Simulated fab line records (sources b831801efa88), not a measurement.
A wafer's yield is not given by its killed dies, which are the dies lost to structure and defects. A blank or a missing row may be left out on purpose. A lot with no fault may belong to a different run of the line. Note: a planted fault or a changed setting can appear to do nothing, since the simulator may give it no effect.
Which tool was responsible? ; flow gf180mcu ; 12 lots with 36 wafers sampled at 5 steps, on a route of 602 steps

== WHAT THE GAUGES READ, wafer by wafer ==
GF_HV_LDD_TW_MEAS_38. Usual: HV_LDD_3_TW 1449, standard deviation 11.
lot;measured;on;HV_LDD_3_TW;flag
L513;day 11 19:49;film_metro-02;1445 1462 1449;
L514;day 12 01:37;film_metro-03;1454 1451 1450;
L522;day 14 10:12;film_metro-03;1502 1502 1508 1513 1502 1512;OFF
L523;day 14 15:01;film_metro-02;1521 1518 1518 1515 1514 1515;OFF
L525;day 15 07:25;film_metro-03;1450 1446 1453;
L529;day 16 18:51;film_metro-02;1451 1454 1464;
L530;day 17 00:51;film_metro-02;1458 1461 1459;
L532;day 17 20:29;film_metro-01;1436 1445 1440;
L533;day 18 00:45;film_metro-01;1425 1423 1422;
L534;day 18 10:01;film_metro-02;1454 1457 1454;
L535;day 18 15:45;film_metro-02;1454 1457 1462;
L536;day 18 23:00;film_metro-03;1436 1439 1434;

GF_HV_LDD_RS_MEAS_53: a four-point-probe measurement. Usual: HV_LDD_RS 417.8 ohm/sq, standard deviation 1.
lot;measured;on;HV_LDD_RS (ohm/sq);flag
L513;day 12 15:04;film_metro-03;416.6 417.3 417.0;
L514;day 12 21:39;film_metro-02;419.0 418.2 416.2;
L522;day 15 07:20;film_metro-02;408.1 410.1 409.2 408.8 409.6 408.8;OFF
L523;day 15 12:14;film_metro-02;408.8 409.7 409.1 408.3 408.8 409.2;OFF
L525;day 16 05:40;film_metro-02;415.6 416.0 416.9;
L529;day 17 17:55;film_metro-03;417.0 417.3 417.7;
L530;day 18 00:50;film_metro-03;414.5 416.6 415.7;
L532;day 18 19:43;film_metro-02;419.7 419.4 419.4;
L533;day 19 00:25;film_metro-03;417.0 417.2 417.6;
L534;day 19 10:29;film_metro-02;417.7 417.2 417.4;
L535;day 19 16:43;film_metro-03;418.3 417.8 417.8;
L536;day 20 00:50;film_metro-01;417.4 418.9 418.1;

GF_V1_OVL_MEAS_15. Usual: V1_OVL 0 nm, standard deviation 4.9.
lot;measured;on;V1_OVL (nm);flag
L513;day 18 08:31;overlay-02;1 -3 0;
L514;day 18 17:20;overlay-01;2 2 -6;
L522;day 21 13:07;overlay-02;6 13 3;
L523;day 21 19:10;overlay-01;6 3 11;
L525;day 22 11:36;overlay-01;-6 -6 -9;
L529;day 24 00:05;overlay-02;-12 -9 -12;
L530;day 24 06:28;overlay-01;2 2 9;
L532;day 25 00:48;overlay-01;2 -3 1;
L533;day 25 03:58;overlay-01;-7 -5 -6;
L534;day 25 13:16;overlay-01;1 4 0;
L535;day 25 17:37;overlay-01;-6 0 0;
L536;day 26 02:22;overlay-01;5 -5 2;

== WHAT TOOL EACH LOT RAN ON (gives the tool, then ch and the chambers of the sampled wafers, and finally the start) ==
lot;GF_HV_LDD_IMPLANT_34;GF_M1_SPUTTER_00
L513;implanter-01 ch 0, day 11 19:16;pvd_sputter-03, day 16 08:50
L514;implanter-04 ch 0, day 12 01:05;pvd_sputter-03, day 16 16:50
L522;implanter-02 ch 0, day 14 09:39;pvd_sputter-04, day 19 10:27
L523;implanter-02 ch 0, day 14 14:29;pvd_sputter-01, day 19 17:05
L525;implanter-04 ch 0, day 15 06:52;pvd_sputter-03, day 20 10:53
L529;implanter-04 ch 0, day 16 17:51;pvd_sputter-04, day 22 00:57
L530;implanter-01 ch 0, day 17 00:18;pvd_sputter-04, day 22 06:23
L532;implanter-01 ch 0, day 17 19:56;pvd_sputter-01, day 23 02:25
L533;implanter-04 ch 0, day 18 00:12;pvd_sputter-04, day 23 05:37
L534;implanter-02 ch 0, day 18 09:28;pvd_sputter-03, day 23 16:13
L535;implanter-04 ch 0, day 18 15:12;pvd_sputter-01, day 23 21:07
L536;implanter-02 ch 0, day 18 22:27;pvd_sputter-04, day 24 04:38
- GF_HV_LDD_IMPLANT_34
- GF_M1_SPUTTER_00: material Ti, target thk 37.5 nm, time 150 s.

== AS READ BY THE TOOLS THEMSELVES (means over the sampled wafers that have a number; for cases with no such wafer, the mark the record gives instead) ==
GF_HV_LDD_IMPLANT_34. Usual: dose_ions_cm2 7.499e+12, standard deviation 8.6e+09; end_station_pressure_torr 5.05e-06 Torr, standard deviation 2.9e-07; faraday_current_uA 42.3, standard deviation 0.84; tilt_deg 29.997 degrees, standard deviation 0.02.
lot;tool;dose_ions_cm2;end_station_pressure_torr (Torr);faraday_current_uA;tilt_deg (degrees);flag
L513;implanter-01;7.505e+12;5.04e-06;42.2;29.979;
L514;implanter-04;7.500e+12;5.04e-06;42.4;29.976;
L522;implanter-02;1.107e+13;5.06e-06;61.6;30.009;OFF
L523;implanter-02;1.107e+13;5.13e-06;63.8;30.008;OFF
L525;implanter-04;7.494e+12;4.96e-06;42.7;30.010;
L529;implanter-04;7.506e+12;4.94e-06;42.7;29.991;
L530;implanter-01;7.500e+12;5.10e-06;41.9;30.015;
L532;implanter-01;7.503e+12;5.10e-06;42.4;30.006;
L533;implanter-04;7.493e+12;4.69e-06;41.6;29.978;
L534;implanter-02;7.499e+12;5.09e-06;42.3;29.985;
L535;implanter-04;7.490e+12;4.77e-06;42.3;29.999;
L536;implanter-02;7.501e+12;5.13e-06;41.8;29.998;

GF_M1_SPUTTER_00. Usual: throttle_valve_pct 30.1 %, standard deviation 1.1.
lot;tool;throttle_valve_pct (%);flag
L513;pvd_sputter-03;30.4;
L514;pvd_sputter-03;29.9;
L522;pvd_sputter-04;29.7;
L523;pvd_sputter-01;30.4;
L525;pvd_sputter-03;30.7;
L529;pvd_sputter-04;28.5;
L530;pvd_sputter-04;29.8;
L532;pvd_sputter-01;30.5;
L533;pvd_sputter-04;30.7;
L534;pvd_sputter-03;30.7;
L535;pvd_sputter-01;30.5;
L536;pvd_sputter-04;30.8;

== THE ANSWER, worked out from the rows above alone ==
Rule: take the mean of a lot's wafers that have a number; if it is more than 3 standard deviations from the usual mean, the lot is off. Also off: a lot with no number at a reading for which 4 or more lots have one. The other lots that the step has rows for count as sound. The gauges are gone through in route order, then the tools' own readings, and for those a lot's mean is taken as printed above. At the first step where some lot is off, the reading lying furthest off is the one used; lots without a number count as furthest.
Off: at GF_HV_LDD_TW_MEAS_38 (HV_LDD_3_TW), L522, L523.
If a tool, at a process step before that reading, ran all the lots that are off and no sound lot after the first of them, it fits. Not tried: the gauges at GF_HV_LDD_TW_MEAS_38; whatever is off there is also off at GF_HV_LDD_IMPLANT_34, on other tools, and gauge error can't account for it. Of those tried, none fits.

== WHAT THE SIMULATOR PUT IN ==
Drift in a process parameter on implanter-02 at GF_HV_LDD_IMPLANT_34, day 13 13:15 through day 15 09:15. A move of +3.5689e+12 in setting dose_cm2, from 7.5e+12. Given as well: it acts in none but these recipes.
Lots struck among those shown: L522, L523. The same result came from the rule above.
